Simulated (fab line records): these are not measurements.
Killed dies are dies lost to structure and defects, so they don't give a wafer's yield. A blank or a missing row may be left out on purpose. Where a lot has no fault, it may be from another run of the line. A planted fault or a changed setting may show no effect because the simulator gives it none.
Which tool is to blame?	flow sky130	11 lots with 33 wafers sampled at 4 steps, on a route of 708 steps

WHAT THE GAUGES READ, wafer by wafer
SKY_LDD_LDN_TW_MEAS_13.
lot	measured	on	LDD_LDN_TW
L119	day 23 16:09	film_metro-03	1508 1504 1500
L120	day 23 19:13	film_metro-02	1465 1469 1467
L121	day 23 23:50	film_metro-01	1502 1492 1499
L122	day 24 04:33	film_metro-02	1460 1468 1463
L124	day 25 04:16	film_metro-02	1464 1465 1457
L133	day 28 05:33	film_metro-02	1374 1363 1369
L134	day 28 14:58	film_metro-02	1367 1363 1367
L136	day 29 12:31	film_metro-01	1497 1508 1500
L137	day 29 19:02	film_metro-01	1512 1504 1504
L138	day 29 21:42	film_metro-03	1506 1504 1498
L140	day 30 07:36	film_metro-02	1449 1453 1450

WHAT TOOL EACH LOT RAN ON (gives the tool, then ch and the chambers of the sampled wafers, and finally the start)
lot	SKY_POLY_GATE_ETCH_15	SKY_POLY_GATE_ETCH_17	SKY_LDD_LDN_IMPLANT_09
L119	rie_diel-02 ch 1,2,3, day 17 00:19	rie_si-02 ch 0,1,2, day 17 00:29	implanter-03 ch 0, day 23 15:36
L120	rie_diel-01 ch 1,2,3, day 17 05:37	rie_si-02 ch 0,2,3, day 17 05:47	implanter-04 ch 0, day 23 18:41
L121	rie_diel-04 ch 0,2,3, day 17 12:07	rie_si-02 ch 0,1,2, day 17 12:17	implanter-03 ch 0, day 23 23:17
L122	rie_diel-01 ch 2,3, day 17 14:16	rie_si-02 ch 0,1,3, day 17 14:28	implanter-03 ch 0, day 24 04:00
L124	rie_diel-04 ch 0,1,3, day 18 15:13	rie_si-01 ch 0,2, day 18 15:23	implanter-03 ch 0, day 25 03:44
L133	rie_diel-04 ch 0,3, day 21 21:59	rie_si-02 ch 0,2, day 21 22:10	implanter-03 ch 0, day 28 05:00
L134	rie_diel-04 ch 0,3, day 22 06:11	rie_si-01 ch 0,2,3, day 22 06:22	implanter-03 ch 0, day 28 14:28
L136	rie_diel-01 ch 0,1,2, day 23 07:13	rie_si-01 ch 0,2, day 23 07:24	implanter-02 ch 0, day 29 11:59
L137	rie_diel-02 ch 0,2,3, day 23 11:57	rie_si-02 ch 0,1,3, day 23 12:07	implanter-04 ch 0, day 29 18:32
L138	rie_diel-01 ch 0,1,2, day 23 17:04	rie_si-01 ch 0,1, day 23 17:15	implanter-04 ch 0, day 29 21:10
L140	rie_diel-01 ch 0,1, day 24 04:58	rie_si-01 ch 1,3, day 24 05:09	implanter-02 ch 0, day 30 07:03
- SKY_POLY_GATE_ETCH_15: etches BARC in N2/H2, stops on SiO2, time 118.5 s, target depth 110 nm.
- SKY_POLY_GATE_ETCH_17: etches poly-Si in HBr/Cl2, stops on SiO2, target depth 180 nm, time 70.5 s.
- SKY_LDD_LDN_IMPLANT_09

THE ANSWER, worked out from the rows above alone
Rule: the usual values come from the lots themselves. The widest of any qualifying gaps counts: lots, ordered by their means at a reading, are off when they make up no more than a third of the lots, leave a main group of 4 or more, and stand apart from it by 3 or more times the standard deviation of that group's means. If all means in a main group match to the digits the tables above print for the reading, that group is not used. A lot without any number at a reading at which 4 lots or more have one is off too. Any other lot the step has rows for is counted as sound.
Off: L133, L134, seen at SKY_LDD_LDN_TW_MEAS_13 (LDD_LDN_TW). The main group has a mean of 1484 with a standard deviation of 21.
A tool fits if, at a process step before that reading, it ran every lot that is off, and no sound lot after the first of them. Gauges at SKY_LDD_LDN_TW_MEAS_13: tried the same way as those tools. Undecided on this evidence; 2 tools fit (rie_diel-04 at SKY_POLY_GATE_ETCH_15, implanter-03 at SKY_LDD_LDN_IMPLANT_09).

WHAT HAD BEEN PUT IN BY THE SIMULATOR
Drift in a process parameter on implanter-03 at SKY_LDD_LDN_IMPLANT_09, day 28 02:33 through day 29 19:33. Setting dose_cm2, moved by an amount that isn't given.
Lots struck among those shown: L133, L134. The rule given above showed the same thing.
